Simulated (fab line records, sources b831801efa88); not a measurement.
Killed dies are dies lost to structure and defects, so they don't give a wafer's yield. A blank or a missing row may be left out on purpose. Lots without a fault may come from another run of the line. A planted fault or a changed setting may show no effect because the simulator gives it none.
fab line records | flow gf180mcu
record lots=24 wafers=72 last_day=34
route steps=602 shown SAB@277 CONTACT@311 M3@413 MIM@523 M5@535
lots that met no fault: from a run of the same line without faults
start_h: hours from the record's first day to the start of the lot's first wafer shown | wait_h: hours since the lot's step before | " the same as in the row above | L1.1+2: a row that stands for several wafers | - no value, or no start given | * or withheld: withheld | < > ~ a bound
route shown NAME@n: a module of which the file shows steps, and the number in the route of the first | usual: mean/standard deviation of fault-free wafers | same: alike in all rows | chamber/n: place in a boat | sites: the reading at each site | _std_site: their standard deviation | _edge_site: outer sites' mean less inner sites' | radius_mm: how far each site lies from the wafer's centre | mask NAME#n: copy n | behind: the tool/chamber that last shaped the wafer | hold: why the lot was held/for how many hours/how that ended | device: the transistor (n, p or np) that didn't switch | end of line: the same wafers' tests at the end of the route | a step without rows: its recipe alone | killed: dies lost to structure and defects at the first sort, not the wafer's yield | map: a wafer's dies, x killed, . not, _ none there
set.NAME: the setting as run; set.NAME@STEP: as run at that earlier step | model.NAME: the simulator's own value behind a step, which no gauge read
steps of the route over a sample of lots; a table a step, a row a wafer
services: from which hour (start_h, from the record's first day; less than 0 if before it) a tool's chamber was out of use, for how many hours, and why
## steps
# step GF_SAB_STRIP_13
# recipe chemistry=O2/N2 power_w=1400 pressure_mtorr=1500 platen_temp_c=250 o2_flow_sccm=3000 n2_flow_sccm=300 overash_fraction=0.5
# usual drypump_motor_current_A=5.9/0.5 heater_power_w=325/42 o2_flow_sccm=3000/8.9 oes_product_au=0.709/0.0045 strip_time_to_endpoint_s=12.60/0.039
# columns lot.wafer tool chamber start_h wait_h drypump_motor_current_A heater_power_w o2_flow_sccm oes_product_au rf_hours_counter_h strip_time_to_endpoint_s
L074.1 plasma_asher-03 1 336.82 0.0 5.7 275 3012 0.715 66 12.58
L074.2 " 0 " " 5.8 369 2996 0.708 66 12.59
L074.4 " 0 " " 5.8 354 3012 0.704 - 12.58
L075.1 plasma_asher-03 1 356.71 0.0 5.7 271 3015 0.701 67 12.62
L075.2 " 0 " " 5.8 369 3009 0.711 67 12.63
L075.3 " 1 " " 5.7 267 3001 0.707 - 12.63
L076.1 plasma_asher-04 1 356.88 0.0 5.5 351 3002 0.713 26 12.59
L076.4 " 0 " " 5.4 265 3023 0.713 - 12.55
L076.6 " 0 " " 5.4 266 3007 0.706 - 12.58
L077.4 plasma_asher-02 1 360.45 0.0 6.5 357 3003 0.708 - 12.60
L077.5 " 0 " " 6.8 354 2994 0.706 - 12.56
L077.6 " 1 " " 6.5 370 3024 0.709 - 12.56
L079.3 plasma_asher-02 1 382.58 0.0 6.5 346 3004 0.715 - 12.61
L079.4 " 0 " " 6.8 350 3002 0.707 - 12.63
L079.5 " 0 " " 6.8 351 2994 0.709 - 12.64
L078.3 plasma_asher-04 1 383.94 0.0 5.6 347 3011 0.709 - 12.54
L078.5 " 0 " " 5.5 272 2988 0.712 - 12.59
L078.6 " 1 " " 5.6 350 3003 0.710 - 12.60
L080.1 plasma_asher-02 0 398.29 0.0 6.8 356 3003 0.714 73 12.51
L080.5 " 1 " " 6.5 361 3000 0.703 - 12.50
L080.6 " 0 " " 6.8 350 2998 0.696 - 12.49
L081.1 plasma_asher-03 1 402.76 0.0 5.7 275 3009 0.709 72 12.61
L081.3 " 1 " " 5.7 271 3008 0.717 - 12.59
L081.6 " 0 " " 5.8 357 2998 0.706 - 12.57
L082.3 plasma_asher-04 0 406.10 0.0 5.4 272 2988 0.715 - 12.62
L082.5 " 0 " " 5.4 266 2997 0.709 - 12.62
L082.6 " 1 " " 5.6 349 3007 0.711 - 12.62
L083.1 plasma_asher-04 1 427.21 0.0 5.5 347 3009 0.713 34 12.61
L083.2 " 0 " " 5.5 266 3003 0.709 34 12.59
L083.5 " 1 " " 5.6 349 3018 0.710 - 12.53
L084.3 plasma_asher-02 1 427.85 0.0 6.5 361 2987 0.711 - 12.59
L084.5 " 0 " " 6.8 346 2995 0.710 - 12.55
L084.6 " 1 " " 6.5 360 3000 0.704 - 12.59
L085.3 plasma_asher-03 0 439.96 0.0 5.8 373 2999 0.710 - 12.58
L085.5 " 1 " " 5.7 276 2997 0.711 - 12.59
L085.6 " 0 " " 5.8 354 2984 0.716 - 12.59
L086.4 plasma_asher-02 0 443.31 0.0 6.9 355 2991 0.715 - 12.59
L086.5 " 1 " " 6.5 360 2988 0.707 - 12.59
L086.6 " 0 " " 6.8 353 2999 0.712 - 12.61
L087.2 plasma_asher-04 1 455.12 0.0 5.6 345 3005 0.713 37 12.52
L087.3 " 0 " " 5.5 264 2980 0.712 - 12.54
L087.4 " 1 " " 5.6 352 3001 0.699 - 12.53
L088.1 plasma_asher-03 1 468.11 0.0 5.7 271 2990 0.708 4 12.58
L088.2 " 0 " " 5.8 365 3002 0.709 4 12.57
L088.5 " 1 " " 5.7 270 2996 0.710 - 12.64
L089.1 plasma_asher-03 1 469.20 0.0 5.7 269 3004 0.709 4 12.63
L089.2 " 0 " " 5.8 360 2989 0.714 4 12.65
L089.5 " 0 " " 5.8 347 3004 0.713 - 12.62
L090.1 plasma_asher-02 0 471.61 0.0 6.8 351 2988 0.713 80 12.60
L090.2 " 1 " " 6.5 375 3005 0.714 80 12.61
L090.6 " 1 " " 6.5 358 3015 0.700 - 12.59
L091.1 plasma_asher-04 1 487.66 0.0 5.6 356 2996 0.709 40 12.66
L091.3 " 1 " " 5.6 344 2998 0.700 - 12.67
L091.4 " 0 " " 5.4 273 2993 0.711 - 12.67
L092.2 plasma_asher-02 0 493.58 0.0 6.8 351 3002 0.706 83 12.58
L092.4 " 0 " " 6.8 356 3029 0.711 - 12.60
L092.6 " 1 " " 6.5 355 3005 0.714 - 12.59
L093.2 plasma_asher-04 0 502.51 0.0 5.4 265 2994 0.704 42 12.59
L093.5 " 1 " " 5.6 345 3000 0.705 - 12.62
L093.6 " 0 " " 5.4 268 3007 0.707 - 12.60
L094.1 plasma_asher-04 0 519.22 0.0 5.4 268 3001 0.717 44 12.64
L094.4 " 0 " " 5.4 262 3012 0.713 - 12.62
L094.5 " 1 " " 5.6 351 2992 0.701 - 12.61
L095.1 plasma_asher-04 1 520.40 0.0 5.6 350 3011 0.711 44 12.64
L095.4 " 0 " " 5.4 264 2980 0.712 - 12.61
L095.6 " 0 " " 5.4 270 2989 0.709 - 12.63
L096.1 plasma_asher-03 0 530.31 0.0 5.8 370 2993 0.711 10 12.67
L096.3 " 0 " " 5.8 367 2999 0.714 - 12.70
L096.5 " 1 " " 5.7 274 2997 0.707 - 12.69
L097.2 plasma_asher-04 0 535.88 0.0 5.4 275 2991 0.711 44 12.62
L097.4 " 0 " " 5.4 271 2993 0.712 - 12.56
L097.5 " 1 " " 5.6 350 3017 0.705 - 12.61
# step GF_CONTACT_CVD_24
# recipe material=W target_thk_nm=300 time_s=90.339 temp_c=400 pressure_torr=40
# usual heater_power_outer_w=591/78 heater_power_w=945/100
# columns lot.wafer tool chamber start_h wait_h heater_power_outer_w heater_power_w
L074.1 cvd_w-02 0 361.01 0.0 516 867
L074.2 " 1 " " 595 943
L074.4 " 0 " " 534 870
L076.1 cvd_w-01 1 380.92 0.0 772 1156
L076.4 " 1 " " 754 1162
L076.6 " 0 " " 611 999
L075.1 cvd_w-02 0 380.98 0.0 510 860
L075.2 " 1 " " 596 934
L075.3 " 1 " " 591 943
L077.4 cvd_w-02 1 385.06 0.1 593 945
L077.5 " 1 " " 589 905
L077.6 " 0 " " 535 868
L079.3 cvd_w-02 1 407.48 0.1 551 859
L079.4 " 0 " " 545 898
L079.5 " 0 " " 535 880
L078.3 cvd_w-02 1 408.65 0.1 541 892
L078.5 " 0 " " 534 892
L078.6 " 1 " " 551 857
L080.1 cvd_w-02 0 423.57 0.0 544 910
L080.5 " 1 " " 553 866
L080.6 " 0 " " 531 858
L081.1 cvd_w-02 1 428.92 0.0 557 879
L081.3 " 0 " " 541 884
L081.6 " 0 " " 531 908
L082.3 cvd_w-02 1 432.62 0.1 545 887
L082.5 " 1 " " 560 857
L082.6 " 0 " " 538 867
L083.1 cvd_w-02 0 453.19 0.0 550 895
L083.2 " 1 " " 545 884
L083.5 " 1 " " 547 862
L084.3 cvd_w-01 0 453.58 0.1 631 1050
L084.5 " 1 " " 744 1181
L084.6 " 0 " " 621 987
L085.3 cvd_w-02 1 466.17 0.1 559 886
L085.5 " 1 " " 557 894
L085.6 " 0 " " 540 891
L086.4 cvd_w-02 0 469.88 0.1 532 893
L086.5 " 1 " " 566 886
L086.6 " 0 " " 541 906
L087.2 cvd_w-02 1 481.26 0.1 544 857
L087.3 " 1 " " 543 895
L087.4 " 1 " " 541 878
L088.1 cvd_w-02 0 493.59 0.0 533 908
L088.2 " 1 " " 560 895
L088.5 " 1 " " 559 903
L089.1 cvd_w-01 1 495.28 0.0 776 1156
L089.2 " 0 " " 633 1014
L089.5 " 0 " " 624 1005
L090.1 cvd_w-02 0 497.28 0.0 538 880
L090.2 " 1 " " 559 859
L090.6 " 0 " " 539 875
L091.1 cvd_w-01 0 513.75 0.0 625 1040
L091.3 " 0 " " 646 1014
L091.4 " 1 " " 747 1154
L092.2 cvd_w-02 1 518.74 0.0 559 857
L092.4 " 1 " " 545 881
L092.6 " 0 " " 541 915
L093.2 cvd_w-01 1 528.08 0.0 757 1178
L093.5 " 0 " " 616 1026
L093.6 " 1 " " 770 1183
L094.1 cvd_w-01 1 544.28 0.0 768 1165
L094.4 " 1 " " 769 1158
L094.5 " 0 " " 625 1035
L095.1 cvd_w-01 0 545.38 0.0 635 1051
L095.4 " 0 " " 649 1024
L095.6 " 0 " " 640 1031
L096.1 cvd_w-02 0 555.27 0.0 544 884
L096.3 " 0 " " 551 884
L096.5 " 1 " " 549 895
L097.2 cvd_w-02 0 559.64 0.0 541 897
L097.4 " 1 " " 546 866
L097.5 " 0 " " 533 913
# step GF_M3_SPUTTER_04
# recipe material=TiN target_thk_nm=50 power_w=6500 time_s=41.7 chamber_pressure_pa=0.4
# usual throttle_valve_pct=29.5/0.73
# columns lot.wafer tool chamber start_h wait_h throttle_valve_pct
L074.1 pvd_sputter-01 - 462.46 0.0 29.8
L074.2 " - " " 29.0
L074.4 " - " " 29.9
L076.1 pvd_sputter-01 - 483.49 0.0 30.1
L076.4 " - " " 28.6
L076.6 " - " " 29.5
L075.1 pvd_sputter-02 - 484.00 0.0 29.6
L075.2 " - " " 28.4
L075.3 " - " " 30.1
L077.4 pvd_sputter-01 - 488.26 0.0 29.1
L077.5 " - " " 28.5
L077.6 " - " " 29.7
L079.3 pvd_sputter-01 - 511.10 0.0 28.6
L079.4 " - " " 29.0
L079.5 " - " " 28.7
L078.3 pvd_sputter-04 - 512.71 0.0 30.3
L078.5 " - " " 30.3
L078.6 " - " " 30.4
L080.1 pvd_sputter-02 - 525.46 0.0 29.3
L080.5 " - " " 28.1
L080.6 " - " " 29.3
L081.1 pvd_sputter-04 - 531.11 0.0 30.5
L081.3 " - " " 29.6
L081.6 " - " " 30.7
L082.3 pvd_sputter-02 - 535.02 0.0 29.6
L082.5 " - " " 29.7
L082.6 " - " " 28.1
L083.1 pvd_sputter-02 - 554.62 0.0 29.6
L083.2 " - " " 30.2
L083.5 " - " " 29.7
L084.3 pvd_sputter-04 - 555.25 0.0 30.0
L084.5 " - " " 30.0
L084.6 " - " " 30.5
L085.3 pvd_sputter-02 - 565.90 0.0 27.9
L085.5 " - " " 29.5
L085.6 " - " " 29.3
L086.4 pvd_sputter-01 - 568.19 0.0 30.0
L086.5 " - " " 29.7
L086.6 " - " " 29.8
L087.2 pvd_sputter-04 - 580.10 0.0 30.2
L087.3 " - " " 29.2
L087.4 " - " " 30.2
L088.1 pvd_sputter-04 - 589.86 0.0 30.7
L088.2 " - " " 29.5
L088.5 " - " " 29.2
L089.1 pvd_sputter-04 - 593.52 0.0 30.8
L089.2 " - " " 29.2
L089.5 " - " " 29.4
L090.1 pvd_sputter-02 - 594.83 0.0 29.5
L090.2 " - " " 29.5
L090.6 " - " " 29.3
L091.1 pvd_sputter-02 - 609.47 0.0 30.3
L091.3 " - " " 29.6
L091.4 " - " " 29.7
L092.2 pvd_sputter-02 - 612.24 0.0 30.2
L092.4 " - " " 29.6
L092.6 " - " " 29.7
L093.2 pvd_sputter-01 - 621.22 0.0 28.6
L093.5 " - " " 29.9
L093.6 " - " " 29.1
L094.1 pvd_sputter-01 - 637.32 0.0 29.6
L094.4 " - " " 28.4
L094.5 " - " " 29.6
L095.1 pvd_sputter-01 - 637.71 0.0 29.4
L095.4 " - " " 28.2
L095.6 " - " " 29.5
L096.1 pvd_sputter-01 - 644.77 0.0 28.1
L096.3 " - " " 29.7
L096.5 " - " " 29.9
L097.2 pvd_sputter-04 - 650.35 0.0 30.5
L097.4 " - " " 30.7
L097.5 " - " " 30.3
# step GF_M3_STRIP_17
# recipe chemistry=O2/N2 power_w=1400 pressure_mtorr=1500 platen_temp_c=250 o2_flow_sccm=3000 n2_flow_sccm=300 overash_fraction=0.5
# usual drypump_motor_current_A=5.69/0.14 heater_power_w=313/37 o2_flow_sccm=3001/8.3 oes_product_au=0.558/0.005 strip_time_to_endpoint_s=7.87/0.052
# columns lot.wafer tool chamber start_h wait_h drypump_motor_current_A heater_power_w o2_flow_sccm oes_product_au rf_hours_counter_h strip_time_to_endpoint_s
L074.1 plasma_asher-04 1 487.18 0.1 5.58 348 2996 0.561 40 7.81
L074.2 " 0 " " 5.45 274 2992 0.555 40 7.92
L074.4 " 0 " " 5.44 266 2997 0.555 - 7.81
L076.1 plasma_asher-03 1 507.12 0.1 5.68 265 3000 0.564 8 7.96
L076.4 " 0 " " 5.81 354 3001 0.555 - 7.93
L076.6 " 1 " " 5.68 279 2996 0.562 - 7.89
L075.1 plasma_asher-01 0 507.47 0.1 5.76 305 2992 0.559 75 7.80
L075.2 " 1 " " 5.90 315 2989 0.561 75 7.82
L075.3 " 0 " " 5.73 303 2995 0.552 - 7.80
L077.4 plasma_asher-04 1 512.07 0.1 5.54 345 3012 0.560 - 8.00
L077.5 " 1 " " 5.55 364 3015 0.560 - 7.99
L077.6 " 0 " " 5.44 272 3007 0.561 - 7.98
L079.3 plasma_asher-03 0 534.95 0.1 5.76 362 2988 0.556 - 7.87
L079.4 " 1 " " 5.71 271 3003 0.564 - 7.90
L079.5 " 0 " " 5.78 375 2998 0.561 - 7.90
L078.3 plasma_asher-01 0 536.25 0.1 5.75 307 2997 0.553 - 7.95
L078.5 " 1 " " 5.88 322 3009 0.560 - 7.90
L078.6 " 0 " " 5.75 302 2996 0.564 - 7.90
L080.1 plasma_asher-03 1 548.03 0.2 5.72 263 3005 0.558 12 7.89
L080.5 " 1 " " 5.73 271 3004 0.555 - 7.86
L080.6 " 0 " " 5.79 370 3000 0.559 - 7.87
L081.1 plasma_asher-01 1 554.18 0.1 5.87 326 3012 0.563 81 7.86
L081.3 " 0 " " 5.74 307 3007 0.551 - 7.83
L081.6 " 0 " " 5.78 313 3013 0.561 - 7.89
L082.3 plasma_asher-03 0 557.48 0.1 5.79 361 2985 0.561 - 7.83
L082.5 " 0 " " 5.75 361 2996 0.559 - 7.86
L082.6 " 1 " " 5.70 270 2989 0.558 - 7.80
L083.1 plasma_asher-01 1 576.73 0.1 5.87 317 3002 0.555 83 7.87
L083.2 " 0 " " 5.72 303 3003 0.556 83 7.83
L083.5 " 0 " " 5.69 301 2997 0.556 - 7.86
L084.3 plasma_asher-04 0 577.86 0.1 5.44 260 2991 0.559 - 7.88
L084.5 " 0 " " 5.45 265 3001 0.560 - 7.88
L084.6 " 1 " " 5.56 348 2999 0.555 - 7.88
L085.3 plasma_asher-01 0 587.85 0.1 5.74 296 3011 0.561 - 7.81
L085.5 " 1 " " 5.88 323 3001 0.553 - 7.81
L085.6 " 0 " " 5.74 293 3019 0.556 - 7.81
L086.4 plasma_asher-04 1 590.16 0.1 5.54 364 3006 0.558 - 7.86
L086.5 " 0 " " 5.45 269 3000 0.561 - 7.90
L086.6 " 1 " " 5.54 341 3001 0.562 - 7.87
L087.2 plasma_asher-04 0 601.87 0.1 5.42 265 3001 0.553 52 7.80
L087.3 " 0 " " 5.43 269 3008 0.548 - 7.83
L087.4 " 1 " " 5.56 352 2993 0.556 - 7.84
L088.1 plasma_asher-03 1 611.07 0.1 5.72 278 2997 0.556 19 7.79
L088.2 " 0 " " 5.77 373 3000 0.565 19 7.86
L088.5 " 0 " " 5.75 366 3008 0.555 - 7.79
L089.1 plasma_asher-01 1 614.73 0.1 5.88 316 2994 0.558 88 7.83
L089.2 " 0 " " 5.73 305 3008 0.553 88 7.82
L089.5 " 1 " " 5.88 326 2981 0.557 - 7.84
L090.1 plasma_asher-01 0 615.27 0.1 5.73 306 3003 0.555 88 7.89
L090.2 " 1 " " 5.90 323 3014 0.566 88 7.95
L090.6 " 0 " " 5.74 304 3007 0.551 - 7.89
L091.1 plasma_asher-03 1 630.48 0.1 5.74 268 3015 0.561 21 8.00
L091.3 " 1 " " 5.76 267 3018 0.569 - 7.99
L091.4 " 0 " " 5.76 364 3000 0.561 - 7.97
L092.2 plasma_asher-03 1 633.12 0.1 5.73 272 3007 0.556 22 7.83
L092.4 " 0 " " 5.78 362 2990 0.557 - 7.87
L092.6 " 1 " " 5.74 270 2994 0.554 - 7.87
L093.2 plasma_asher-04 0 642.17 0.1 5.43 259 2996 0.558 56 7.85
L093.5 " 0 " " 5.43 266 3006 0.564 - 7.85
L093.6 " 1 " " 5.55 341 2989 0.562 - 7.86
L094.1 plasma_asher-03 1 657.52 0.1 5.73 262 2993 0.563 22 7.85
L094.4 " 0 " " 5.77 367 3010 0.552 - 7.85
L094.5 " 0 " " 5.78 352 3011 0.572 - 7.86
L095.1 plasma_asher-04 1 658.03 0.1 5.55 350 2982 0.561 58 7.87
L095.4 " 1 " " 5.56 355 2992 0.563 - 7.89
L095.6 " 0 " " 5.44 269 3004 0.562 - 7.84
L096.1 plasma_asher-01 0 664.87 0.1 5.77 299 3004 0.564 93 7.89
L096.3 " 1 " " 5.88 323 3011 0.564 - 7.83
L096.5 " 1 " " 5.88 324 3001 0.549 - 7.90
L097.2 plasma_asher-03 1 670.02 0.1 5.72 271 3012 0.557 23 7.75
L097.4 " 1 " " 5.73 272 3014 0.553 - 7.77
L097.5 " 1 " " 5.76 267 3012 0.555 - 7.79
# step GF_MIM_STRIP_20
# recipe chemistry=O2/N2 power_w=1400 pressure_mtorr=1500 platen_temp_c=250 o2_flow_sccm=3000 n2_flow_sccm=300 overash_fraction=0.5
# usual drypump_motor_current_A=5.67/0.15 heater_power_w=312/37 o2_flow_sccm=3001/9.4 oes_product_au=0.690/0.0049 strip_time_to_endpoint_s=11.19/0.039
# columns lot.wafer tool chamber start_h wait_h drypump_motor_current_A heater_power_w o2_flow_sccm oes_product_au rf_hours_counter_h strip_time_to_endpoint_s
L074.1 plasma_asher-04 1 583.87 0.0 5.54 349 3004 0.684 50 11.28
L074.2 " 0 " " 5.42 273 3012 0.695 50 11.28
L074.4 " 1 " " 5.55 361 3001 0.692 - 11.24
L076.1 plasma_asher-04 0 602.72 0.0 5.44 266 3006 0.693 52 11.24
L076.4 " 0 " " 5.43 272 3017 0.691 - 11.28
L076.6 " 0 " " 5.45 268 3012 0.697 - 11.19
L075.1 plasma_asher-03 1 603.45 0.1 5.72 275 3013 0.683 18 11.14
L075.2 " 0 " " 5.81 367 2999 0.683 18 11.15
L075.3 " 1 " " 5.74 273 3001 0.686 - 11.14
L077.4 plasma_asher-01 1 606.77 0.1 5.88 314 2996 0.694 - 11.21
L077.5 " 1 " " 5.89 326 2991 0.690 - 11.21
L077.6 " 0 " " 5.74 304 3005 0.686 - 11.16
L079.3 plasma_asher-01 1 626.85 0.1 5.89 312 3015 0.688 - 11.20
L079.4 " 0 " " 5.76 300 2990 0.687 - 11.19
L079.5 " 1 " " 5.87 318 3015 0.693 - 11.23
L078.3 plasma_asher-04 0 627.40 0.1 5.47 268 3013 0.690 - 11.24
L078.5 " 0 " " 5.47 265 3022 0.693 - 11.20
L078.6 " 1 " " 5.55 354 3008 0.693 - 11.26
L080.1 plasma_asher-01 0 638.28 0.0 5.76 304 2995 0.687 90 11.19
L080.5 " 0 " " 5.76 298 3002 0.701 - 11.17
L080.6 " 1 " " 5.87 317 3004 0.691 - 11.19
L081.1 plasma_asher-04 0 643.22 0.0 5.45 266 2990 0.699 56 11.17
L081.3 " 1 " " 5.55 348 3007 0.690 - 11.25
L081.6 " 1 " " 5.56 340 3003 0.691 - 11.19
L082.3 plasma_asher-04 1 647.70 0.1 5.56 353 2988 0.680 - 11.16
L082.5 " 1 " " 5.58 351 3002 0.691 - 11.19
L082.6 " 0 " " 5.42 261 2998 0.686 - 11.21
L083.1 plasma_asher-03 1 663.42 0.0 5.70 275 3013 0.682 23 11.21
L083.2 " 0 " " 5.79 358 3021 0.691 23 11.19
L083.5 " 1 " " 5.74 268 3010 0.694 - 11.26
L084.3 plasma_asher-04 0 664.15 0.1 5.45 267 3009 0.686 - 11.13
L084.5 " 1 " " 5.53 367 2999 0.693 - 11.19
L084.6 " 0 " " 5.43 265 3009 0.688 - 11.15
L085.3 plasma_asher-01 1 675.04 0.1 5.87 320 2995 0.688 - 11.17
L085.5 " 1 " " 5.88 324 3002 0.688 - 11.16
L085.6 " 0 " " 5.76 302 2977 0.689 - 11.15
L086.4 plasma_asher-03 0 676.54 0.1 5.79 355 3002 0.700 - 11.20
L086.5 " 0 " " 5.79 367 3009 0.706 - 11.24
L086.6 " 1 " " 5.71 276 3002 0.689 - 11.22
L087.2 plasma_asher-01 1 687.22 0.0 5.86 316 2997 0.683 96 11.19
L087.3 " 0 " " 5.71 304 3013 0.691 - 11.23
L087.4 " 1 " " 5.86 318 2997 0.689 - 11.18
L088.1 plasma_asher-01 1 695.79 0.1 5.87 317 3005 0.695 97 11.20
L088.2 " 0 " " 5.73 307 3007 0.699 97 11.19
L088.5 " 1 " " 5.89 321 2990 0.691 - 11.15
L089.1 plasma_asher-04 1 698.73 0.0 5.54 354 2990 0.688 63 11.14
L089.2 " 0 " " 5.42 271 2991 0.688 63 11.22
L089.5 " 1 " " 5.54 353 3003 0.692 - 11.14
L090.1 plasma_asher-03 1 699.12 0.0 5.71 278 2984 0.694 26 11.18
L090.2 " 0 " " 5.77 364 2993 0.687 26 11.12
L090.6 " 0 " " 5.77 366 2993 0.683 - 11.17
L091.1 plasma_asher-04 0 713.47 0.0 5.45 262 2997 0.685 64 11.18
L091.3 " 1 " " 5.55 349 3008 0.697 - 11.22
L091.4 " 0 " " 5.42 270 2987 0.695 - 11.21
L092.2 plasma_asher-03 0 716.12 0.0 5.78 374 3022 0.696 28 11.19
L092.4 " 0 " " 5.77 349 3022 0.690 - 11.22
L092.6 " 1 " " 5.72 271 2995 0.692 - 11.23
L093.2 plasma_asher-04 1 723.47 0.0 5.55 352 2992 0.690 66 11.17
L093.5 " 0 " " 5.45 273 3005 0.694 - 11.20
L093.6 " 1 " " 5.56 353 2988 0.687 - 11.17
L094.1 plasma_asher-03 1 737.94 0.1 5.72 270 3002 0.691 30 11.15
L094.4 " 0 " " 5.78 360 2996 0.688 - 11.14
L094.5 " 0 " " 5.77 357 3004 0.685 - 11.12
L095.1 plasma_asher-03 1 738.04 0.1 5.74 271 3007 0.689 30 11.14
L095.4 " 1 " " 5.72 274 3008 0.691 - 11.17
L095.6 " 0 " " 5.74 361 2983 0.685 - 11.16
L096.1 plasma_asher-03 1 743.55 0.1 5.72 278 3003 0.688 31 11.21
L096.3 " 0 " " 5.79 363 3003 0.689 - 11.18
L096.5 " 1 " " 5.74 271 2994 0.697 - 11.23
L097.2 plasma_asher-01 0 748.29 0.1 5.77 306 3000 0.686 103 11.15
L097.4 " 1 " " 5.88 322 3006 0.674 - 11.12
L097.5 " 0 " " 5.74 297 2983 0.685 - 11.16
# step GF_M5_ETCH_09
# recipe chemistry=CF4/O2 target=Si3N4 target_depth_nm=52 source_w=800 bias_w=150 pressure_mtorr=150 cf4_flow_sccm=80 O2_flow_sccm=10 time_s=11.6
# usual O2_flow_sccm=10.00/0.033 drypump_motor_current_A=5.8/0.44 oes_product_au=0.995/0.0096 throttle_valve_pct=5.969/0.0089
# columns lot.wafer tool chamber start_h wait_h O2_flow_sccm drypump_motor_current_A oes_product_au rf_hours_counter_h throttle_valve_pct
L074.1 rie_diel-04 3 605.90 0.0 9.94 6.5 0.985 2 5.969
L074.2 " 1 " " 10.02 5.8 0.991 19 5.962
L074.4 " 0 " " 10.01 6.0 0.979 10 5.979
L076.1 rie_diel-02 0 624.13 0.0 9.94 6.1 0.989 5 5.973
L076.4 " 2 " " 9.97 5.9 0.997 17 5.964
L076.6 " 3 " " 9.97 5.9 1.023 - 5.973
L075.1 rie_diel-03 3 624.95 0.0 9.96 5.0 1.003 3 5.977
L075.2 " 0 " " 10.03 5.8 0.989 8 5.981
L075.3 " 2 " " 10.00 5.4 1.007 58 5.968
L077.4 rie_diel-03 1 627.90 0.0 10.05 5.4 0.997 35 5.960
L077.5 " 0 " " 10.03 5.8 0.998 - 5.969
L077.6 " 3 " " 9.97 5.0 0.993 - 5.959
L079.3 rie_diel-02 0 647.45 0.0 10.01 6.1 1.000 6 5.979
L079.4 " 3 " " 9.99 5.9 1.016 8 5.985
L079.5 " 0 " " 9.95 6.1 0.996 - 5.964
L078.3 rie_diel-03 3 647.88 0.0 10.03 5.0 0.990 4 5.962
L078.5 " 0 " " 9.98 5.8 1.009 - 5.977
L078.6 " 3 " " 10.00 5.0 0.983 - 5.968
L080.1 rie_diel-04 0 658.43 0.0 9.98 5.9 0.984 12 5.979
L080.5 " 0 " " 10.05 5.9 0.990 - 5.967
L080.6 " 1 " " 10.08 5.8 0.995 - 5.978
L081.1 rie_diel-03 3 662.95 0.0 10.04 5.0 0.986 5 5.957
L081.3 " 2 " " 9.97 5.4 0.997 59 5.955
L081.6 " 3 " " 10.06 5.0 0.992 - 5.965
L082.3 rie_diel-03 0 667.72 0.0 10.01 5.8 0.998 9 5.960
L082.5 " 3 " " 10.05 5.0 0.989 - 5.954
L082.6 " 2 " " 10.01 5.4 0.994 - 5.966
L083.1 rie_diel-02 3 682.73 0.0 10.07 5.9 1.015 9 5.969
L083.2 " 0 " " 10.04 6.1 0.995 7 5.971
L083.5 " 3 " " 10.05 5.9 1.001 - 5.976
L084.3 rie_diel-04 0 683.83 0.0 9.99 6.0 0.977 13 5.969
L084.5 " 0 " " 9.97 6.0 1.004 - 5.977
L084.6 " 3 " " 9.99 6.6 0.985 - 5.992
L085.3 rie_diel-03 3 695.18 0.0 9.96 5.0 1.000 6 5.980
L085.5 " 3 " " 9.99 5.0 0.997 - 5.960
L085.6 " 2 " " 10.06 5.4 0.996 - 5.968
L086.4 rie_diel-04 1 696.00 0.0 9.98 5.8 0.977 22 5.971
L086.5 " 3 " " 9.99 6.6 0.980 - 5.958
L086.6 " 2 " " 9.98 6.4 0.990 - 5.964
L087.2 rie_diel-04 3 706.58 0.0 10.04 6.6 0.979 6 5.983
L087.3 " 0 " " 9.91 5.9 0.991 14 5.970
L087.4 " 1 " " 10.01 5.8 0.981 23 5.969
L088.1 rie_diel-02 0 714.50 0.0 9.95 6.1 1.011 8 5.957
L088.2 " 3 " " 9.99 5.9 1.018 11 5.963
L088.5 " 2 " " 9.99 5.9 0.996 - 5.973
L089.1 rie_diel-04 2 717.92 0.0 10.08 6.4 0.992 3 5.960
L089.2 " 1 " " 10.01 5.8 0.991 23 5.963
L089.5 " 1 " " 10.04 5.8 0.979 - 5.970
L090.1 rie_diel-03 2 717.98 0.0 9.98 5.4 1.005 62 5.971
L090.2 " 0 " " 9.99 5.8 1.010 12 5.976
L090.6 " 3 " " 9.94 5.0 0.995 - 5.957
L091.1 rie_diel-04 0 732.00 0.0 9.98 5.9 0.986 14 5.959
L091.3 " 1 " " 10.05 5.9 0.994 24 5.951
L091.4 " 3 " " 10.00 6.6 0.980 7 5.958
L092.2 rie_diel-02 0 734.08 0.0 10.00 6.1 0.999 9 5.965
L092.4 " 1 " " 9.95 5.7 0.996 15 5.973
L092.6 " 1 " " 9.94 5.7 0.993 - 5.973
L093.2 rie_diel-03 2 741.18 0.0 9.99 5.4 1.006 63 5.976
L093.5 " 3 " " 9.98 5.0 0.999 - 5.965
L093.6 " 2 " " 10.00 5.4 1.007 - 5.972
L094.1 rie_diel-02 1 755.13 0.0 10.06 5.7 0.993 17 5.969
L094.4 " 3 " " 9.94 5.9 1.016 13 5.980
L094.5 " 1 " " 9.96 5.7 0.985 - 5.983
L095.1 rie_diel-04 2 755.48 0.0 10.00 6.5 0.997 5 5.969
L095.4 " 3 " " 10.00 6.6 0.987 8 5.963
L095.6 " 2 " " 9.95 6.4 0.991 - 5.983
L096.1 rie_diel-02 1 761.08 0.0 9.96 5.8 0.988 17 5.979
L096.3 " 3 " " 10.02 5.9 1.022 13 5.981
L096.5 " 2 " " 10.05 5.9 0.996 - 5.956
L097.2 rie_diel-03 1 764.82 0.0 9.98 5.4 0.992 35 5.971
L097.4 " 1 " " 10.03 5.4 0.986 - 5.957
L097.5 " 0 " " 10.01 5.8 0.991 - 5.978
## services
# columns tool chamber start_h hours kind
pvd_sputter-01 - 326.95 0.6 repair
plasma_asher-03 - 327.51 4.9 repair
plasma_asher-04 - 372.48 2.2 repair
cvd_w-02 - 390.00 14.0 pm
plasma_asher-03 - 421.25 9.0 pm
plasma_asher-04 - 442.95 3.0 repair
plasma_asher-03 - 450.34 0.6 repair
cvd_w-02 - 479.35 1.3 repair
cvd_w-02 0 479.41 2.6 repair
plasma_asher-03 - 488.28 3.0 repair
rie_diel-03 3 507.00 6.6 repair
plasma_asher-04 - 525.43 10.4 pm
plasma_asher-01 - 531.23 1.0 repair
pvd_sputter-01 - 532.12 3.2 repair
plasma_asher-01 - 537.80 2.8 pm
cvd_w-02 - 539.56 6.0 pm
rie_diel-03 3 547.20 6.3 repair
pvd_sputter-01 - 548.85 2.0 repair
rie_diel-03 - 562.89 2.8 pm
plasma_asher-04 - 571.17 4.1 repair
cvd_w-02 - 581.61 0.8 repair
plasma_asher-03 - 637.10 18.0 repair
cvd_w-02 1 699.15 5.0 repair
cvd_w-02 - 760.67 2.8 pm
## key
fault none
